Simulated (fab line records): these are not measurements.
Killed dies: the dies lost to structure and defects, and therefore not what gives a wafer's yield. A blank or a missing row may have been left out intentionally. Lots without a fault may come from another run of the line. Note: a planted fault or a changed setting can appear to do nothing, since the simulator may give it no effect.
What tool caused it?    flow gf180mcu    24 lots with 72 wafers sampled at 6 steps, on a route of 602 steps

## WHAT THE GAUGES READ, wafer by wafer
GF_V4_THK_MEAS_01. Usual: V4_CVD_00_THK 597 nm, standard deviation 8.4.
lot   measured      on             V4_CVD_00_THK (nm)  flag
L074  day 23 09:39  film-metro-01  587 590 590         
L075  day 23 16:59  film-metro-01  594 598 594         
L076  day 24 05:26  film-metro-02  601 598 602         
L077  day 24 09:40  film-metro-01  597 591 598         
L078  day 24 21:35  film-metro-03  595 597 600         
L079  day 25 07:27  film-metro-01  603 604 603         
L080  day 25 11:46  film-metro-01  584 591 587         
L081  day 25 19:41  film-metro-01  602 610 607         
L082  day 26 08:41  film-metro-01  614 608 607         
L083  day 26 16:23  film-metro-03  600 612 598         
L084  day 26 21:31  film-metro-01  604 606 607         
L085  day 27 06:49  film-metro-01  606 609 603         
L086  day 27 13:30  film-metro-01  601 608 612         
L087  day 27 19:38  film-metro-03  603 593 588         
L089  day 28 04:56  film-metro-03  593 595 598         
L088  day 28 10:25  film-metro-01  587 588 579         
L090  day 28 15:26  film-metro-03  599 606 598         
L091  day 29 02:43  film-metro-03  589 597 590         
L092  day 29 10:34  film-metro-02  593 596 589         
L093  day 29 11:08  film-metro-02  585 593 598         
L094  day 29 20:06  film-metro-02  590 586 592         
L095  day 30 00:59  film-metro-03  596 601 591         
L097  day 30 10:34  film-metro-03  595 595 584         
L096  day 30 12:50  film-metro-03  599 590 587         

GF_TOP_METAL_CD_MEAS_14: the cd target is 440 nm. Usual: cd-nm at 440.1 nm, with a standard deviation of 2.4.
lot   measured      on         cd-nm (nm)         flag
L074  day 28 00:13  cd-sem-01  439.2 439.1 436.8  
L075  day 28 07:35  cd-sem-01  437.2 440.2 437.5  
L076  day 28 19:58  cd-sem-01  438.3 437.4 439.4  
L077  day 28 22:08  cd-sem-01  439.6 441.2 439.3  
L078  day 29 07:25  cd-sem-01  437.4 437.8 437.1  
L079  day 29 17:15  cd-sem-02  441.2 440.2 442.4  
L080  day 29 20:27  cd-sem-02  447.8 444.7 445.0  
L081  day 30 04:36  cd-sem-01  437.1 436.7 438.9  
L082  day 30 16:28  cd-sem-02  442.0 440.6 440.6  
L083  day 30 22:43  cd-sem-02  439.3 438.1 439.3  
L084  day 31 02:28  cd-sem-01  442.4 444.0 442.5  
L085  day 31 09:56  cd-sem-01  441.1 440.0 443.1  
L086  day 31 17:20  cd-sem-02  445.0 446.0 443.7  
L087  day 31 21:59  cd-sem-02  440.8 440.0 436.1  
L089  day 32 04:33  cd-sem-01  438.5 436.6 438.8  
L088  day 32 13:00  cd-sem-01  437.9 439.6 438.0  
L090  day 32 16:35  cd-sem-01  440.0 439.8 439.2  
L091  day 32 23:29  cd-sem-02  438.6 437.9 438.2  
L092  day 33 07:44  cd-sem-01  441.8 439.8 441.9  
L093  day 33 08:09  cd-sem-02  440.7 442.4 438.7  
L094  day 33 13:56  cd-sem-01  443.2 439.6 440.8  
L095  day 33 18:01  cd-sem-02  441.7 442.2 440.2  
L097  day 34 02:38  cd-sem-01  437.7 440.0 437.5  
L096  day 34 04:32  cd-sem-01  437.8 439.8 436.3  

## TOOL THAT RAN EACH LOT (tool first, then ch and the chambers of the sampled wafers, then the start)
lot   GF_V4_CMP_04                   GF_V4_ETCH_16                       GF_V5_CMP_26                   GF_TOP_METAL_SPUTTER_02
L074  cmp-02 ch 0,3, day 23 09:52    rie-diel-01 ch 0,2,3, day 24 08:29  cmp-01 ch 0,1, day 27 04:04    pvd-sputter-03, day 27 04:30
L075  cmp-02 ch 0,1,3, day 23 17:16  rie-diel-02 ch 0,1,2, day 24 15:38  cmp-02 ch 0,3, day 27 11:12    pvd-sputter-01, day 27 11:38
L076  cmp-02 ch 0,1, day 24 05:40    rie-diel-02 ch 0,1,3, day 25 03:41  cmp-02 ch 2,3, day 27 23:32    pvd-sputter-03, day 27 23:55
L077  cmp-01 ch 0,1,3, day 24 09:50  rie-diel-01 ch 0,2,3, day 25 07:47  cmp-01 ch 0,1,3, day 28 02:25  pvd-sputter-01, day 28 02:51
L078  cmp-01 ch 2,3, day 24 21:45    rie-diel-01 ch 0,2, day 25 19:14    cmp-01 ch 0,2,3, day 28 12:44  pvd-sputter-03, day 28 13:10
L079  cmp-01 ch 2,3, day 25 07:38    rie-diel-01 ch 1,2,3, day 26 05:38  cmp-02 ch 0,1, day 28 22:15    pvd-sputter-02, day 28 22:41
L080  cmp-02 ch 0,2,3, day 25 11:56  rie-diel-01 ch 1,2,3, day 26 09:20  cmp-01 ch 0,2,3, day 29 01:04  pvd-sputter-01, day 29 01:29
L081  cmp-01 ch 1,2,3, day 25 19:52  rie-diel-03 ch 1,2,3, day 26 16:37  cmp-02 ch 0,2,3, day 29 08:59  pvd-sputter-03, day 29 09:22
L082  cmp-02 ch 1,2, day 26 08:54    rie-diel-03 ch 0,1,3, day 27 06:47  cmp-02 ch 0,1,2, day 29 21:26  pvd-sputter-03, day 29 21:52
L083  cmp-01 ch 0,3, day 26 16:45    rie-diel-02 ch 1,3, day 27 13:29    cmp-02 ch 2,3, day 30 04:04    pvd-sputter-03, day 30 04:29
L084  cmp-01 ch 1,2,3, day 26 21:50  rie-diel-01 ch 0,1, day 27 18:05    cmp-01 ch 0,2,3, day 30 08:10  pvd-sputter-03, day 30 08:27
L085  cmp-01 ch 1,2,3, day 27 07:03  rie-diel-03 ch 0,1,2, day 28 03:13  cmp-01 ch 0,2, day 30 16:43    pvd-sputter-03, day 30 17:05
L086  cmp-01 ch 1,2, day 27 13:43    rie-diel-02 ch 0,1,2, day 28 09:20  cmp-01 ch 1,2,3, day 30 23:31  pvd-sputter-03, day 30 23:51
L087  cmp-02 ch 0,1,3, day 27 19:52  rie-diel-01 ch 1,3, day 28 15:40    cmp-01 ch 1,2,3, day 31 04:21  pvd-sputter-03, day 31 04:47
L089  cmp-01 ch 0,2, day 28 05:10    rie-diel-03 ch 0,1, day 29 01:08    cmp-01 ch 0,1,2, day 31 12:23  pvd-sputter-02, day 31 12:49
L088  cmp-01 ch 0,3, day 28 10:36    rie-diel-01 ch 1,3, day 29 06:35    cmp-02 ch 0,1,2, day 31 20:19  pvd-sputter-02, day 31 20:42
L090  cmp-02 ch 1,2, day 28 15:38    rie-diel-03 ch 2,3, day 29 11:28    cmp-02 ch 0,2,3, day 31 23:55  pvd-sputter-02, day 32 00:18
L091  cmp-02 ch 0,1,3, day 29 02:54  rie-diel-03 ch 0,2,3, day 29 22:31  cmp-02 ch 1,2, day 32 07:12    pvd-sputter-02, day 32 07:38
L092  cmp-01 ch 1,2,3, day 29 10:45  rie-diel-02 ch 0,1,2, day 30 05:13  cmp-02 ch 2,3, day 32 15:30    pvd-sputter-02, day 32 15:53
L093  cmp-02 ch 1,2,3, day 29 11:25  rie-diel-03 ch 0,3, day 30 06:11    cmp-01 ch 0,1,2, day 32 15:59  pvd-sputter-02, day 32 16:25
L094  cmp-02 ch 0,1,3, day 29 20:23  rie-diel-02 ch 0,1, day 30 14:58    cmp-01 ch 1,2,3, day 32 22:01  pvd-sputter-02, day 32 22:20
L095  cmp-01 ch 2,3, day 30 01:10    rie-diel-01 ch 1,2,3, day 30 19:47  cmp-02 ch 0,1,2, day 33 02:03  pvd-sputter-03, day 33 02:29
L097  cmp-01 ch 1,2, day 30 10:48    rie-diel-01 ch 0,2,3, day 31 04:56  cmp-02 ch 0,1, day 33 11:00    pvd-sputter-02, day 33 11:23
L096  cmp-01 ch 0,3, day 30 13:02    rie-diel-03 ch 0,1,2, day 31 06:53  cmp-01 ch 0,1,2, day 33 12:41  pvd-sputter-02, day 33 13:04
- GF_V4_CMP_04: polishes SiO2.
- GF_V4_ETCH_16: etches BARC in N2/H2.
- GF_V5_CMP_26: polishes, stops on SiO2, t overpolish 15 s, target thk 0 nm.
- GF_TOP_METAL_SPUTTER_02: material AlCu, target thk 900 nm, time 47.82 s.

## AS READ BY THE TOOLS THEMSELVES (means over the sampled wafers that have a number; for cases with no such wafer, the mark the record gives instead)
GF_V4_CMP_04. Usual: motor-current-A 12.0 A, standard deviation 1.6; time-to-endpoint-s 83 s, standard deviation 6.3.
lot   tool    motor-current-A (A)  time-to-endpoint-s (s)  flag
L074  cmp-02  10.2                 81                      
L075  cmp-02  11.0                 85                      
L076  cmp-02  11.4                 78                      
L077  cmp-01  11.7                 88                      
L078  cmp-01  14.3                 85                      
L079  cmp-01  13.6                 86                      
L080  cmp-02  11.2                 82                      
L081  cmp-01  12.6                 77                      
L082  cmp-02  12.0                 81                      
L083  cmp-01  12.1                 90                      
L084  cmp-01  12.7                 79                      
L085  cmp-01  12.6                 81                      
L086  cmp-01  12.7                 87                      
L087  cmp-02  10.7                 84                      
L089  cmp-01  11.3                 85                      
L088  cmp-01  13.0                 87                      
L090  cmp-02  12.9                 77                      
L091  cmp-02  10.9                 82                      
L092  cmp-01  12.7                 81                      
L093  cmp-02  11.7                 80                      
L094  cmp-02  10.9                 89                      
L095  cmp-01  13.9                 74                      
L097  cmp-01  13.0                 87                      
L096  cmp-01  11.7                 77                      

GF_V4_ETCH_16. Usual: drypump-motor-current-A 5.7 A, standard deviation 0.3; oes-product-au 0.854 a.u., standard deviation 0.0045; throttle-valve-pct 13.224 %, standard deviation 0.0088.
lot   tool         drypump-motor-current-A (A)  oes-product-au (a.u.)  throttle-valve-pct (%)  flag
L074  rie-diel-01  5.7                          0.853                  13.218                  
L075  rie-diel-02  5.5                          0.851                  13.221                  
L076  rie-diel-02  5.8                          0.855                  13.217                  
L077  rie-diel-01  5.8                          0.852                  13.229                  
L078  rie-diel-01  5.9                          0.851                  13.220                  
L079  rie-diel-01  5.6                          0.854                  13.230                  
L080  rie-diel-01  5.6                          0.851                  13.219                  
L081  rie-diel-03  5.6                          0.851                  13.220                  
L082  rie-diel-03  5.6                          0.856                  13.226                  
L083  rie-diel-02  6.0                          0.851                  13.227                  
L084  rie-diel-01  5.6                          0.856                  13.231                  
L085  rie-diel-03  5.7                          0.851                  13.224                  
L086  rie-diel-02  5.5                          0.850                  13.224                  
L087  rie-diel-01  5.5                          0.857                  13.236                  
L089  rie-diel-03  5.6                          0.855                  13.237                  
L088  rie-diel-01  5.5                          0.852                  13.220                  
L090  rie-diel-03  5.7                          0.852                  13.216                  
L091  rie-diel-03  5.7                          0.854                  13.228                  
L092  rie-diel-02  5.5                          0.855                  13.216                  
L093  rie-diel-03  5.6                          0.848                  13.219                  
L094  rie-diel-02  5.7                          0.857                  13.219                  
L095  rie-diel-01  5.6                          0.850                  13.216                  
L097  rie-diel-01  5.7                          0.856                  13.222                  
L096  rie-diel-03  5.7                          0.855                  13.225                  

GF_V5_CMP_26. Usual: motor-current-A 10.8 A, standard deviation 1.5; overpolish-run-s 14.998 s, standard deviation 0.011; time-to-endpoint-s 86 s, standard deviation 4.1.
lot   tool    motor-current-A (A)  overpolish-run-s (s)  time-to-endpoint-s (s)  flag
L074  cmp-01  10.0                 15.001                90                      
L075  cmp-02  9.3                  14.997                89                      
L076  cmp-02  9.8                  14.991                86                      
L077  cmp-01  10.8                 14.999                92                      
L078  cmp-01  11.8                 14.997                88                      
L079  cmp-02  9.9                  15.004                87                      
L080  cmp-01  12.0                 14.997                87                      
L081  cmp-02  10.3                 15.002                83                      
L082  cmp-02  11.1                 15.007                87                      
L083  cmp-02  10.2                 15.002                87                      
L084  cmp-01  12.0                 14.999                85                      
L085  cmp-01  10.7                 15.004                86                      
L086  cmp-01  11.9                 14.995                88                      
L087  cmp-01  11.5                 15.011                85                      
L089  cmp-01  11.0                 14.991                84                      
L088  cmp-02  10.8                 15.002                86                      
L090  cmp-02  10.3                 14.993                85                      
L091  cmp-02  11.5                 14.994                81                      
L092  cmp-02  11.4                 14.990                81                      
L093  cmp-01  10.4                 15.000                88                      
L094  cmp-01  11.5                 14.986                88                      
L095  cmp-02  10.9                 15.001                82                      
L097  cmp-02  10.1                 14.996                81                      
L096  cmp-01  10.5                 15.000                92                      

GF_TOP_METAL_SPUTTER_02. Usual: throttle-valve-pct at 29.9 %, with a standard deviation of 0.9.
lot   tool            throttle-valve-pct (%)  flag
L074  pvd-sputter-03  29.9                    
L075  pvd-sputter-01  30.9                    
L076  pvd-sputter-03  29.5                    
L077  pvd-sputter-01  30.9                    
L078  pvd-sputter-03  29.6                    
L079  pvd-sputter-02  29.5                    
L080  pvd-sputter-01  30.7                    
L081  pvd-sputter-03  29.9                    
L082  pvd-sputter-03  29.9                    
L083  pvd-sputter-03  29.8                    
L084  pvd-sputter-03  30.0                    
L085  pvd-sputter-03  30.0                    
L086  pvd-sputter-03  29.7                    
L087  pvd-sputter-03  29.7                    
L089  pvd-sputter-02  29.7                    
L088  pvd-sputter-02  28.8                    
L090  pvd-sputter-02  29.5                    
L091  pvd-sputter-02  29.7                    
L092  pvd-sputter-02  29.7                    
L093  pvd-sputter-02  30.7                    
L094  pvd-sputter-02  29.6                    
L095  pvd-sputter-03  30.1                    
L097  pvd-sputter-02  29.1                    
L096  pvd-sputter-02  30.0                    

## THE ANSWER, worked out from the rows above alone
Rule: a lot counts as off when the mean over its wafers that have a number is more than 3 standard deviations away from the usual mean. Also off: a lot with no number at a reading for which 4 or more lots have one. Any other lot the step has rows for is counted as sound. First the gauges in route order, then the tools' own readings, where a lot's mean is used as printed above. At the first step where some lot is off, the reading lying furthest off is the one used; lots without a number count as furthest.
Across all readings shown, no lot is off: no conclusion can be drawn from this.

## WHAT WAS PUT IN BY THE SIMULATOR
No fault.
